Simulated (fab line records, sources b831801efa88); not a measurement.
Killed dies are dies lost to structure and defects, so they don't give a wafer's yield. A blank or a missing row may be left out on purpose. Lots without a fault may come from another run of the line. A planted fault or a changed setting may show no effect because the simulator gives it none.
Chamber matching | flow gf180mcu | GF_STI_ETCH_13 on rie_diel-04: 4 sister chambers
The step etches the open film in CHF3/O2, stops on Si, target depth 282.31 nm, time 112.9 s. 8 wafers are shown with their chamber, then 7 later ones without.

WAFERS WITH THEIR CHAMBER
wafer  | chamber | drypump_motor_current_A (A) | oes_product_au (a.u.)
L273.2 | 1       | 6.5                         | 0.831
L275.1 | 2       | 5.5                         | 0.828
L275.2 | 0       | 5.3                         | 0.832
L275.5 | 2       | 5.6                         | 0.815
L276.3 | 0       | 5.3                         | 0.841
L276.6 | 3       | 5.9                         | 0.838
L277.1 | 3       | 5.9                         | 0.839
L277.2 | 1       | 6.5                         | 0.830

WAFERS WITHOUT THEIR CHAMBER
wafer  | drypump_motor_current_A (A) | oes_product_au (a.u.)
L277.4 | 5.2                         | 0.838
L286.1 | 5.6                         | 0.835
L286.2 | 6.5                         | 0.831
L286.6 | 5.2                         | 0.827
L287.4 | 5.6                         | 0.828
L287.5 | 5.3                         | 0.828
L287.6 | 5.9                         | 0.825

WHICH CHAMBER EACH WENT THROUGH
wafer  | from the rows above | in truth
L277.4 | 0                   | 0
L286.1 | 2                   | 2
L286.2 | 1                   | 1
L286.6 | 0                   | 0
L287.4 | 2                   | 2
L287.5 | 0                   | 0
L287.6 | 3                   | 3
Placed correctly: 7 of 7. Can't be placed from these rows: 0. Placed wrongly: 0.
How it was worked out, from the rows above alone: a wafer's distance from a chamber is the root of the sum, over the readings, of the square of ((its reading less the chamber's mean) divided by the reading's scatter). The wafer belongs to the nearest chamber; if the next one is less than 2 further off, it can't be placed. A chamber's mean is the mean of its shown wafers. The scatter: the root of (the sum of the squares of (reading less its chamber's mean) over the shown wafers, divided by (wafers less chambers)).
